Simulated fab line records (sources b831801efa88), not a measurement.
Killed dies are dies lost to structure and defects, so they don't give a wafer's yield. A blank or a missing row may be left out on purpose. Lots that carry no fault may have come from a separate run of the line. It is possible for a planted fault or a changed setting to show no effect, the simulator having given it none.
Problem report, 8D (eight disciplines) form, completed by code -- flow sky130 -- the parts of the form that need people (team, actions taken, sign-off) are left out

## 1. THE PROBLEM
At SKY_VT_ADJUST_LVTN_IMPLANT_08, doseIonsCm2 averages 1.7050e+12 over 6 wafers from 2 lots, while fault-free wafers read 1.5699e+12, standard deviation 1.5e+09. Measured from the usual mean, that is +90 standard deviations.
First seen on wafer L702.3, day 10 05:03, on implanter-02. At this step, 39 wafers from 13 lots have a number in the record. By rule, "out" or "out of limits" means more than 4 standard deviations away from the usual mean. All remaining wafers that have a number are taken as sound.

## 2. WHAT IT IS AND WHAT IT IS NOT
question,is,is not
which readings at this step,doseIonsCm2,-
which lots,"L702, L703","L690, L692, L694, L695, L697, L698, L700, L709, L711, L712, L713"
which wafers of those lots,all that have a number,-
read on which tools,implanter-02,"implanter-01, implanter-03"
when,from day 10 05:03,"up to then (21 sound wafers); but 12 sound wafers of L709, L711, L712, L713 came after"

## 3. THE SUSPECTS, EACH WITH WHAT RULES IT OUT
Counting: a tool at any process step up to the reading remains a suspect when it ran all the lots that are out and ran no sound lot after the first of those.
- rieDiel-01 at SKY_FIELD_ISO_ETCH_15 (etches the open film in CHF3/O2, stops on Si, target depth 180 nm, time 72 s): ruled out as a lasting fault. Sound lots L709 ran on it after its first lot that is out, L702 (day 4 21:25).
- cmp-02 at SKY_FIELD_ISO_CMP_27 (polishes, stops on Si3N4, t overpolish 16 s, target thk 457.8 nm): ruled out as a lasting fault. Sound lots L709, L711, L712 ran on it after its first lot that is out, L702 (day 5 02:05).
- implanter-02 at SKY_VT_ADJUST_LVTN_IMPLANT_08: kept. Every lot that is out went through it, starting with L702 (day 10 05:03), and after that it ran no sound lot; the last sound lot it ran before then is L700 (day 9 23:30). On those wafers its own readings are out: doseIonsCm2.
After counting, what remains is implanter-02 at SKY_VT_ADJUST_LVTN_IMPLANT_08.

## 4. THE CAUSE (what the simulator had put in)
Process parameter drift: implanter-02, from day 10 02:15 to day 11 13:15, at SKY_VT_ADJUST_LVTN_IMPLANT_08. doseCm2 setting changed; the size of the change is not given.
Only this tool survived the counting.

## 5. THE EFFECT CHAIN, in route order
One row per reading whose mean, taken over the struck wafers that have a number, lies over 3 standard deviations from the usual. Only readings whose record carries a usual standard deviation are examined. hours: median over the lots of the time between each lot's start at the first step of this table that gives one and its start at this step. sigmas: the change, counted in usual standard deviations.
hours,step,reading,usual,on struck wafers,change,sigmas
0,SKY_VT_ADJUST_LVTN_IMPLANT_08,doseIonsCm2,1.5699e+12,1.7050e+12,+1.3508e+11,+90
0,SKY_VT_ADJUST_LVTN_IMPLANT_08,faradayCurrentUA,8.88,9.63,+0.75,+4.4
The process steps in it:
- SKY_VT_ADJUST_LVTN_IMPLANT_08

## 6. WHAT WOULD HAVE CAUGHT IT SOONER
First out-of-limits reading in this record: day 10 05:03, which is 3 hours after fault onset at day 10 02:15.
